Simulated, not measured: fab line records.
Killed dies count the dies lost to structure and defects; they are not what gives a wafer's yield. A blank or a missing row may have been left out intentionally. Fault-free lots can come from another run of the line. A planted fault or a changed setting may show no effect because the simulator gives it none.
fab line records	flow sfqLine
record: lots: 6	wafers: 18	lastDay: 86
route steps=325 shown I3@137 M4@148 I4@163 JJ@178 M8@325
lots that met no fault: from a run of the same line without faults
startH: hours from the record's opening day to when the first of the lot's shown wafers began	waitH: hours since the lot's step before	" identical to the entry in the row above	L1.1+2: a row that stands for several wafers	- either no value or no given start	* or withheld: withheld	< > ~ a bound
route shown NAME@n: names a module that has steps shown in the file, with the first one's number in the route	usual: the fault-free wafers' mean and standard deviation	same: alike in all rows	chamber/n: place in a boat	sites: the reading at each site	_std_site: how widely they spread, as a standard deviation	_edge_site: mean of outer sites minus mean of inner sites	radiusMm: how far each site lies from the wafer's centre	mask NAME#n: copy n	behind: the most recent tool/chamber to have shaped the wafer	hold: cause of the lot's hold/its duration in hours/its outcome	device: which transistor (n, p or np) failed to switch	end of line: the tests these same wafers got at the end of their route	a step with no rows: only its recipe	killed: count of dies lost to structure and defects at first sort (not the wafer's yield)	map: a wafer's dies, x killed, . not, _ none there
set.NAME: the setting as run; set.NAME@STEP: as run at that earlier step	model.NAME: the simulator's own value behind a step, which no gauge read
lots seen at some steps along the route; tables by step, rows by wafer
services: when a tool's chamber went out of use (startH, in hours from the record's first day, below 0 if earlier), for how many hours, and the reason
== steps ==
step: SFQ_TRILAYER_I3_VIA_LITHO_COAT_090
recipe: resist: BARC	spinRpm: 3000	resistThkNm: 62
step: SFQ_TRILAYER_I3_VIA_LITHO_COAT_085
recipe: resist: KrF	spinRpm: 3000	resistThkNm: 650
step: SFQ_TRILAYER_I3_VIA_LITHO_SOFTBAKE_089
recipe: tempC: withheld	timeS: withheld	resist: KrF
step: SFQ_TRILAYER_I3_VIA_LITHO_EXPOSE_086
recipe: maskId: I3	na: 0.6	sourceShape: conventional	sigmaOuter: 0.65	targetCdNm: 500	doseMj: 21.3
step: SFQ_TRILAYER_I3_VIA_LITHO_PEB_088
recipe: pebTempC: 115	pebTimeS: 60	resist: KrF
step: SFQ_TRILAYER_I3_VIA_LITHO_DEVELOP_087
recipe: timeS: 60	resist: KrF
step: SFQ_I3_OVL_MEAS_923
usual: I3_OVL: -2/6.4
lot.wafer	tool	chamber	startH	waitH	I3_OVL[nm]
L145.4	overlay-01	-	730.21	0.1	-4
L145.5	"	-	"	"	0
L145.6	"	-	"	"	1
L147.3	overlay-02	-	933.20	0.1	15
L147.5	"	-	"	"	8
L147.6	"	-	"	"	14
L152.1	overlay-02	-	1095.02	0.1	-2
L152.4	"	-	"	"	-6
L152.6	"	-	"	"	1
L154.2	overlay-02	-	1120.31	0.1	-5
L154.5	"	-	"	"	0
L154.6	"	-	"	"	-3
L157.2	overlay-01	-	1147.64	0.1	-17
L157.3	"	-	"	"	-5
L157.4	"	-	"	"	-8
L164.2	overlay-02	-	1209.42	0.1	-10
L164.3	"	-	"	"	-12
L164.6	"	-	"	"	-7
step: SFQ_TRILAYER_I3_VIA_BARC_OPEN_VIA_ETCH_121
recipe: maskMaterial: PR	chemistry: O2	targetDepthNm: 125	target: BARC	sourceW: 500	biasW: 80	pressureMtorr: 30	timeS: 41.7
step: SFQ_TRILAYER_I3_VIA_ETCH_VIA_ETCH_088
recipe: target: SiO2	stopOn: Nb	maskMaterial: PR	taperDeg: 20	chemistry: CHF3	targetDepthNm: 260	sourceW: 500	biasW: 80	pressureMtorr: 30	timeS: withheld
usual: drypumpMotorCurrentA: 5.8/0.61	oesProductAu: 0.853/0.0055
lot.wafer	tool	chamber	startH	waitH	drypumpMotorCurrentA	oesProductAu
L145.4	rieDiel-03	1	730.33	0.1	6.8	0.850
L145.5	"	0	"	"	6.1	0.848
L145.6	"	3	"	"	5.8	0.853
L147.3	rieDiel-04	0	933.26	0.0	5.1	0.841
L147.5	"	2	"	"	5.1	0.854
L147.6	"	3	"	"	6.1	0.858
L152.1	rieDiel-01	0	1095.12	0.0	5.4	0.851
L152.4	"	1	"	"	5.1	0.853
L152.6	"	1	"	"	5.0	0.855
L154.2	rieDiel-03	0	1120.38	0.0	6.2	0.852
L154.5	"	0	"	"	6.1	0.852
L154.6	"	1	"	"	6.8	0.846
L157.2	rieDiel-01	0	1147.71	0.0	5.5	0.848
L157.3	"	1	"	"	5.0	0.854
L157.4	"	3	"	"	6.1	0.853
L164.2	rieDiel-01	1	1209.49	0.0	5.0	0.849
L164.3	"	3	"	"	6.1	0.857
L164.6	"	2	"	"	5.9	0.861
step: SFQ_TRILAYER_I3_VIA_STRIP_STRIP_089
recipe: gas: O2	powerW: 200	platenTempC: 40	overashFraction: 0.65	chemistry: O2	pressureMtorr: 50
step: SFQ_TRILAYER_I3_VIA_STRIP_SOLV_CLEAN_090
recipe: chemistry: NMP	tempC: 70	timeS: 600
step: SFQ_TRILAYER_M4_DEP_PRE_CLEAN_092
recipe: gas: Ar	timeS: 22.5	biasV: 250
step: SFQ_TRILAYER_M4_DEP_SPUTTER_091
recipe: material: Nb	basePressurePa: 1.33e-06	chamberPressurePa: 0.1333	substrateTempC: 20	resputterCathodeVoltageV: 400	targetThkNm: 200	powerW: 2000	timeS: 133.3
usual: basePressurePa: 1.32e-06/9e-08	cathodeDcPowerW: 2000.0/0.39	throttleValvePct: 30.1/0.92
lot.wafer	tool	chamber	startH	waitH	basePressurePa	cathodeDcPowerW	throttleValvePct	model.Nb_of_TRILAYER_M4_DEP_SPUTTER_091.thkNm
L145.4	pvdSputter-04	-	731.20	0.0	1.27e-06	2000.1	30.5	198.2
L145.5	"	-	"	"	1.49e-06	1999.1	29.1	198.4
L145.6	"	-	"	"	1.37e-06	1999.7	30.4	198.5
L147.3	pvdSputter-06	-	934.19	0.0	1.16e-06	1999.8	30.2	202.9
L147.5	"	-	"	"	1.41e-06	2000.0	27.6	201
L147.6	"	-	"	"	1.38e-06	2000.2	30.3	202.7
L152.1	pvdSputter-06	-	1096.09	0.0	1.37e-06	2677.0	30.1	269.8
L152.4	"	-	"	"	1.28e-06	2676.2	28.3	270.3
L152.6	"	-	"	"	1.2e-06	2676.6	29.8	273
L154.2	pvdSputter-06	-	1121.31	0.0	1.42e-06	2676.5	27.9	267.7
L154.5	"	-	"	"	1.44e-06	2676.2	28.2	266.3
L154.6	"	-	"	"	1.33e-06	2675.5	31.6	269.9
L157.2	pvdSputter-03	-	1148.64	0.0	1.39e-06	2000.1	31.0	195
L157.3	"	-	"	"	1.39e-06	2000.0	30.3	198.4
L157.4	"	-	"	"	1.3e-06	2000.3	30.6	197.2
L164.2	pvdSputter-03	-	1211.00	0.0	1.18e-06	2000.3	30.1	200.3
L164.3	"	-	"	"	1.3e-06	2001.0	30.2	200.4
L164.6	"	-	"	"	1.12e-06	1999.9	30.9	196.2
step: SFQ_M4_RS_MEAS_924
recipe: thkMeasGauge: four-point-probe	reads: Nb_of_TRILAYER_M4_DEP_SPUTTER_091
usual: M4_NB_RS: 0.890/0.013
lot.wafer	tool	chamber	startH	waitH	M4_NB_RS[ohm/sq]
L145.4	filmMetro-03	-	731.35	0.1	0.898
L145.5	"	-	"	"	0.898
L145.6	"	-	"	"	0.900
L147.3	filmMetro-01	-	934.32	0.1	0.876
L147.5	"	-	"	"	0.886
L147.6	"	-	"	"	0.877
L152.1	filmMetro-03	-	1096.18	0.0	0.659
L152.4	"	-	"	"	0.657
L152.6	"	-	"	"	0.650
L154.2	filmMetro-03	-	1121.43	0.1	0.662
L154.5	"	-	"	"	0.665
L154.6	"	-	"	"	0.659
L157.2	filmMetro-02	-	1148.75	0.1	0.914
L157.3	"	-	"	"	0.898
L157.4	"	-	"	"	0.904
L164.2	filmMetro-01	-	1211.11	0.1	0.889
L164.3	"	-	"	"	0.890
L164.6	"	-	"	"	0.908
step: SFQ_TRILAYER_M4_LITHO_COAT_098
recipe: resist: BARC	spinRpm: 3000	resistThkNm: 62
step: SFQ_TRILAYER_M4_LITHO_COAT_093
recipe: resist: KrF	spinRpm: 3000	resistThkNm: 600
step: SFQ_TRILAYER_M4_LITHO_SOFTBAKE_097
recipe: tempC: withheld	timeS: withheld	resist: KrF
step: SFQ_TRILAYER_M4_LITHO_EXPOSE_094
recipe: maskId: M4	na: 0.6	sourceShape: conventional	sigmaOuter: 0.65	targetCdNm: 500	doseMj: 14.4
step: SFQ_TRILAYER_M4_LITHO_PEB_096
recipe: pebTempC: 115	pebTimeS: 60	resist: KrF
step: SFQ_TRILAYER_M4_LITHO_DEVELOP_095
recipe: timeS: 60	resist: KrF
step: SFQ_M4_OVL_MEAS_926
usual: M4_OVL: 2/5.9
lot.wafer	tool	chamber	startH	waitH	M4_OVL[nm]
L145.4	overlay-01	-	859.65	0.1	4
L145.5	"	-	"	"	5
L145.6	"	-	"	"	5
L147.3	overlay-01	-	948.02	0.1	-1
L147.5	"	-	"	"	2
L147.6	"	-	"	"	15
L152.1	overlay-02	-	1098.61	0.1	5
L152.4	"	-	"	"	-5
L152.6	"	-	"	"	2
L154.2	overlay-02	-	1123.85	0.1	5
L154.5	"	-	"	"	-1
L154.6	"	-	"	"	1
L157.2	overlay-01	-	1151.17	0.1	11
L157.3	"	-	"	"	8
L157.4	"	-	"	"	9
L164.2	overlay-01	-	1213.53	0.1	5
L164.3	"	-	"	"	5
L164.6	"	-	"	"	-2
step: SFQ_TRILAYER_M4_BARC_OPEN_METAL_ETCH_123
recipe: maskMaterial: PR	chemistry: O2	targetDepthNm: 125	target: BARC	icpW: 600	biasW: 80	pressureMtorr: 10	timeS: 41.7
step: SFQ_TRILAYER_M4_ETCH_METAL_ETCH_096
recipe: target: Nb	stopOn: SiO2	maskMaterial: PR	chemistry: Cl2/Ar	targetDepthNm: 240	icpW: 600	biasW: 80	pressureMtorr: 10	timeS: 120
usual: drypumpMotorCurrentA: 5.6/0.51	oesProductAu: 0.894/0.0081
lot.wafer	tool	chamber	startH	waitH	drypumpMotorCurrentA	oesProductAu	rfHoursCounterH
L145.4	rieMetal-02	0	859.77	0.1	5.6	0.886	-
L145.5	"	1	"	"	5.8	0.891	-
L145.6	"	0	"	"	5.6	0.890	-
L147.3	rieMetal-02	1	948.14	0.1	5.8	0.903	-
L147.5	"	1	"	"	5.8	0.887	-
L147.6	"	0	"	"	5.6	0.893	-
L152.1	rieMetal-03	0	1098.71	0.0	6.1	0.994	91
L152.4	"	0	"	"	6.1	0.986	-
L152.6	"	1	"	"	4.8	1.005	-
L154.2	rieMetal-02	1	1123.94	0.0	5.8	1.013	36
L154.5	"	1	"	"	5.8	1.019	-
L154.6	"	0	"	"	5.6	1.005	-
L157.2	rieMetal-03	0	1151.26	0.0	6.1	0.877	99
L157.3	"	0	"	"	6.2	0.892	-
L157.4	"	1	"	"	4.8	0.891	-
L164.2	rieMetal-02	1	1213.72	0.1	5.8	0.889	-
L164.3	"	1	"	"	5.8	0.899	-
L164.6	"	1	"	"	5.8	0.887	-
step: SFQ_TRILAYER_M4_STRIP_STRIP_097
recipe: gas: O2	powerW: 200	platenTempC: 40	overashFraction: 0.65	chemistry: O2	pressureMtorr: 50
usual: drypumpMotorCurrentA: 5.6/0.51	oesProductAu: 1.003/0.0089
lot.wafer	tool	chamber	startH	waitH	drypumpMotorCurrentA	oesProductAu	rfHoursCounterH
L145.4	rieMetal-02	0	860.06	0.2	5.6	0.998	-
L145.5	"	1	"	"	5.8	1.002	-
L145.6	"	0	"	"	5.6	1.005	-
L147.3	rieMetal-02	1	948.43	0.2	5.8	1.021	-
L147.5	"	1	"	"	5.8	1.021	-
L147.6	"	0	"	"	5.6	1.005	-
L152.1	rieMetal-03	0	1098.83	0.1	6.1	1.012	91
L152.4	"	0	"	"	6.1	1.001	-
L152.6	"	1	"	"	4.8	1.006	-
L154.2	rieMetal-02	1	1124.07	0.1	5.8	1.004	36
L154.5	"	1	"	"	5.8	1.008	-
L154.6	"	0	"	"	5.6	1.006	-
L157.2	rieMetal-03	0	1151.38	0.1	6.1	0.999	99
L157.3	"	0	"	"	6.2	0.999	-
L157.4	"	1	"	"	4.8	1.006	-
L164.2	rieMetal-02	1	1214.13	0.4	5.8	1.013	-
L164.3	"	1	"	"	5.8	1.016	-
L164.6	"	1	"	"	5.8	1.005	-
step: SFQ_TRILAYER_M4_STRIP_SOLV_CLEAN_098
recipe: chemistry: NMP	tempC: 70	timeS: 600
step: SFQ_TRILAYER_I4_DEP_PECVD_099
recipe: material: SiO2	tempC: 150	timeS: 111.11	pressureTorr: 2.4	rfW: 183.3	precursor: SiH4/N2O	targetThkNm: 500
usual: heaterPowerW: 87/16	throttleValvePct: 24.2/1.4
lot.wafer	tool	chamber	startH	waitH	heaterPowerW	sinceWetCleanH	throttleValvePct
L145.4	pecvd-04	1	860.67	0.0	98	-	22.7
L145.5	"	0	"	"	98	-	22.4
L145.6	"	2	"	"	85	-	24.4
L147.3	pecvd-04	1	949.00	0.0	82	371	23.0
L147.5	"	1	"	"	85	-	22.9
L147.6	"	2	"	"	83	-	24.8
L152.1	pecvd-04	0	1099.62	0.0	102	522	22.8
L152.4	"	2	"	"	81	-	24.8
L152.6	"	0	"	"	83	-	22.7
L154.2	pecvd-04	0	1124.86	0.0	92	547	22.9
L154.5	"	2	"	"	79	-	24.9
L154.6	"	0	"	"	95	-	22.8
L157.2	pecvd-04	2	1152.17	0.0	86	574	25.1
L157.3	"	1	"	"	93	574	23.5
L157.4	"	1	"	"	96	-	23.5
L164.2	pecvd-03	2	1215.30	0.0	118	1007	23.8
L164.3	"	1	"	"	63	1007	27.9
L164.6	"	2	"	"	122	-	24.5
step: SFQ_TRILAYER_I4_CMP_CMP_100
recipe: material: SiO2	downForcePsi: 3	platenRpm: 60	padVelocityMS: 0.94248
step: SFQ_I4_BOW_MEAS_927
recipe: mode: bow
usual: I4_BOW: 6/8.3
lot.wafer	tool	chamber	startH	waitH	I4_BOW[um]
L145.4	filmMetro-04	-	864.27	2.6	-2
L145.5	"	-	"	"	-5
L145.6	"	-	"	"	18
L147.3	filmMetro-03	-	952.12	2.5	9
L147.5	"	-	"	"	7
L147.6	"	-	"	"	22
L152.1	filmMetro-04	-	1103.45	2.0	-2
L152.4	"	-	"	"	-10
L152.6	"	-	"	"	8
L154.2	filmMetro-04	-	1129.17	2.0	-4
L154.5	"	-	"	"	-9
L154.6	"	-	"	"	-2
L157.2	filmMetro-03	-	1156.79	2.0	15
L157.3	"	-	"	"	9
L157.4	"	-	"	"	25
L164.2	filmMetro-04	-	1223.59	2.0	-1
L164.3	"	-	"	"	6
L164.6	"	-	"	"	4
step: SFQ_TRILAYER_I4_METRO_MEASURE_101
step: SFQ_TRILAYER_I4_VIA_LITHO_COAT_108
recipe: resist: BARC	spinRpm: 3000	resistThkNm: 62
step: SFQ_TRILAYER_I4_VIA_LITHO_COAT_103
recipe: resist: KrF	spinRpm: 3000	resistThkNm: 650
step: SFQ_TRILAYER_I4_VIA_LITHO_SOFTBAKE_107
recipe: tempC: withheld	timeS: withheld	resist: KrF
step: SFQ_TRILAYER_I4_VIA_LITHO_EXPOSE_104
recipe: maskId: I4	na: 0.6	sourceShape: conventional	sigmaOuter: 0.65	targetCdNm: 700	doseMj: 21.3
step: SFQ_TRILAYER_I4_VIA_LITHO_PEB_106
recipe: pebTempC: 115	pebTimeS: 60	resist: KrF
step: SFQ_TRILAYER_I4_VIA_LITHO_DEVELOP_105
recipe: timeS: 60	resist: KrF
step: SFQ_I4_OVL_MEAS_928
usual: I4_OVL: 2/5.8
lot.wafer	tool	chamber	startH	waitH	I4_OVL[nm]
L145.4	overlay-02	-	1007.85	0.1	3
L145.5	"	-	"	"	2
L145.6	"	-	"	"	-6
L147.3	overlay-01	-	1094.40	0.1	-4
L147.5	"	-	"	"	4
L147.6	"	-	"	"	1
L152.1	overlay-02	-	1236.30	0.1	6
L152.4	"	-	"	"	7
L152.6	"	-	"	"	3
L154.2	overlay-02	-	1261.51	0.1	2
L154.5	"	-	"	"	3
L154.6	"	-	"	"	0
L157.2	overlay-02	-	1291.10	0.1	-2
L157.3	"	-	"	"	-1
L157.4	"	-	"	"	2
L164.2	overlay-01	-	1366.95	0.1	10
L164.3	"	-	"	"	15
L164.6	"	-	"	"	14
step: SFQ_TRILAYER_I4_VIA_BARC_OPEN_VIA_ETCH_146
recipe: maskMaterial: PR	chemistry: O2	targetDepthNm: 125	target: BARC	sourceW: 500	biasW: 80	pressureMtorr: 30	timeS: 41.7
usual: drypumpMotorCurrentA: 5.9/0.54	oesProductAu: 0.685/0.0045
lot.wafer	tool	chamber	startH	waitH	drypumpMotorCurrentA	oesProductAu	rfHoursCounterH
L145.4	rieDiel-03	2	1007.87	0.0	6.4	0.688	3
L145.5	"	3	"	"	5.8	0.685	-
L145.6	"	2	"	"	6.4	0.686	-
L147.3	rieDiel-03	3	1094.43	0.0	5.8	0.691	6
L147.5	"	1	"	"	6.8	0.687	-
L147.6	"	2	"	"	6.4	0.684	-
L152.1	rieDiel-03	0	1236.34	0.0	6.1	0.686	18
L152.4	"	1	"	"	6.8	0.675	10
L152.6	"	3	"	"	5.8	0.683	-
L154.2	rieDiel-01	3	1261.54	0.0	6.0	0.683	6
L154.5	"	0	"	"	5.4	0.679	-
L154.6	"	2	"	"	5.8	0.690	-
L157.2	rieDiel-03	2	1291.13	0.0	6.4	0.691	7
L157.3	"	3	"	"	5.9	0.678	8
L157.4	"	1	"	"	6.8	0.688	-
L164.2	rieDiel-03	2	1366.98	0.0	6.4	0.689	8
L164.3	"	3	"	"	5.8	0.686	10
L164.6	"	3	"	"	5.8	0.681	-
step: SFQ_TRILAYER_I4_VIA_ETCH_VIA_ETCH_106
recipe: target: SiO2	stopOn: Nb	maskMaterial: PR	taperDeg: 20	chemistry: CHF3	targetDepthNm: 260	sourceW: 500	biasW: 80	pressureMtorr: 30	timeS: withheld
usual: drypumpMotorCurrentA: 5.9/0.54	oesProductAu: 0.854/0.005
lot.wafer	tool	chamber	startH	waitH	drypumpMotorCurrentA	oesProductAu
L145.4	rieDiel-03	2	1007.91	0.0	6.4	0.852
L145.5	"	3	"	"	5.8	0.864
L145.6	"	2	"	"	6.4	0.849
L147.3	rieDiel-03	3	1094.47	0.0	5.8	0.849
L147.5	"	1	"	"	6.8	0.854
L147.6	"	2	"	"	6.4	0.852
L152.1	rieDiel-03	0	1236.38	0.0	6.1	0.855
L152.4	"	1	"	"	6.8	0.850
L152.6	"	3	"	"	5.8	0.863
L154.2	rieDiel-01	3	1261.58	0.0	6.0	0.854
L154.5	"	0	"	"	5.4	0.857
L154.6	"	2	"	"	5.8	0.854
L157.2	rieDiel-03	2	1291.17	0.0	6.4	0.854
L157.3	"	3	"	"	5.8	0.865
L157.4	"	1	"	"	6.8	0.851
L164.2	rieDiel-03	2	1367.02	0.0	6.4	0.846
L164.3	"	3	"	"	5.8	0.848
L164.6	"	3	"	"	5.8	0.848
step: SFQ_TRILAYER_I4_VIA_STRIP_STRIP_107
recipe: gas: O2	powerW: 200	platenTempC: 40	overashFraction: 0.65	chemistry: O2	pressureMtorr: 50
step: SFQ_TRILAYER_I4_VIA_STRIP_SOLV_CLEAN_108
recipe: chemistry: NMP	tempC: 70	timeS: 600
step: SFQ_TRILAYER_JJ_TRILAYER_DEP_PRE_CLEAN_113
recipe: gas: Ar	timeS: 22.5	biasV: 250
step: SFQ_M8_BOW_MEAS_951
recipe: mode: bow
usual: M8_BOW: 9/8.9
lot.wafer	tool	chamber	startH	waitH	M8_BOW[um]	model.etest.m4.combLog10Ohm	model.etest.m4.ohmSq
L145.4	filmMetro-02	-	1932.43	0.1	-2	12	0.8984
L145.5	"	-	"	"	-4	12	0.8976
L145.6	"	-	"	"	18	12	0.8972
L147.3	filmMetro-04	-	1996.09	0.0	12	12	0.8776
L147.5	"	-	"	"	10	12	0.886
L147.6	"	-	"	"	25	12	0.8786
L152.1	filmMetro-02	-	2023.44	0.0	6	0	0.6601
L152.4	"	-	"	"	1	0	0.659
L152.6	"	-	"	"	17	0	0.6524
L154.2	filmMetro-02	-	2028.26	0.0	-1	0	0.6653
L154.5	"	-	"	"	-5	0	0.6688
L154.6	"	-	"	"	0	0	0.6599
L157.2	filmMetro-03	-	2036.66	0.0	12	12	0.9131
L157.3	"	-	"	"	7	12	0.8977
L157.4	"	-	"	"	21	12	0.903
L164.2	filmMetro-04	-	2063.06	0.0	-2	12	0.8891
L164.3	"	-	"	"	6	12	0.8888
L164.6	"	-	"	"	4	12	0.9076
== services ==
tool	chamber	startH	hours	kind
rieDiel-03	2	720.85	9.0	repair
pecvd-04	-	767.04	1.4	repair
rieDiel-03	1	776.95	6.9	repair
rieDiel-01	0	801.07	4.8	repair
pecvd-04	-	817.27	1.1	repair
rieDiel-03	-	824.24	0.4	repair
rieDiel-01	1	850.79	3.8	repair
rieDiel-03	3	851.73	9.6	repair
rieDiel-03	1	874.29	5.9	repair
rieMetal-02	1	911.86	9.9	repair
rieDiel-03	-	916.86	0.4	repair
rieDiel-01	-	935.97	2.8	pm
rieMetal-02	-	948.83	2.8	pm
rieDiel-01	2	965.65	3.1	repair
rieDiel-03	3	974.26	11.7	repair
rieMetal-02	1	991.21	3.6	repair
rieDiel-03	-	1054.06	14.6	pm
rieDiel-03	0	1074.73	17.9	repair
rieMetal-02	0	1100.62	3.0	repair
rieDiel-03	-	1210.43	0.3	repair
rieDiel-03	0	1252.18	7.4	repair
rieMetal-02	1	1285.18	35.8	repair
rieDiel-03	1	1308.80	4.3	repair
rieDiel-03	2	1316.74	6.6	repair
== key ==
firstSign: step: SFQ_TRILAYER_M4_DEP_SPUTTER_091	reading: cathodeDcPowerW	direction: up	sigmas: 99+	usual: 2000.0	struck: 2676.3
effect: step: SFQ_M4_RS_MEAS_924	reading: M4_NB_RS	direction: down	sigmas: 18	usual: 0.890	struck: 0.659
effect: step: SFQ_TRILAYER_M4_ETCH_METAL_ETCH_096	reading: oesProductAu	direction: up	sigmas: 14	usual: 0.894	struck: 1.004
modelEffect: step: SFQ_TRILAYER_M4_DEP_SPUTTER_091	value: Nb_of_TRILAYER_M4_DEP_SPUTTER_091.thkNm	without: 201.8	struck: 269.5
modelEffect: step: SFQ_M8_BOW_MEAS_951	value: etest.m4.combLog10Ohm	without: 12	struck: 0
metAt SFQ_TRILAYER_M4_DEP_SPUTTER_091
struckWafers L152.1,L152.4,L152.6,L154.2,L154.5,L154.6
onsetBetween 934.19 1096.09
fault: kind: processParameterDrift	tool: pvdSputter-06	chamber: -	onsetH: 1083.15	steps: SFQ_TRILAYER_M4_DEP_SPUTTER_091	channel: powerW	offset: 676.33	shape: step	endH: 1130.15	actsIn: theseRecipesOnly	stated: 2000
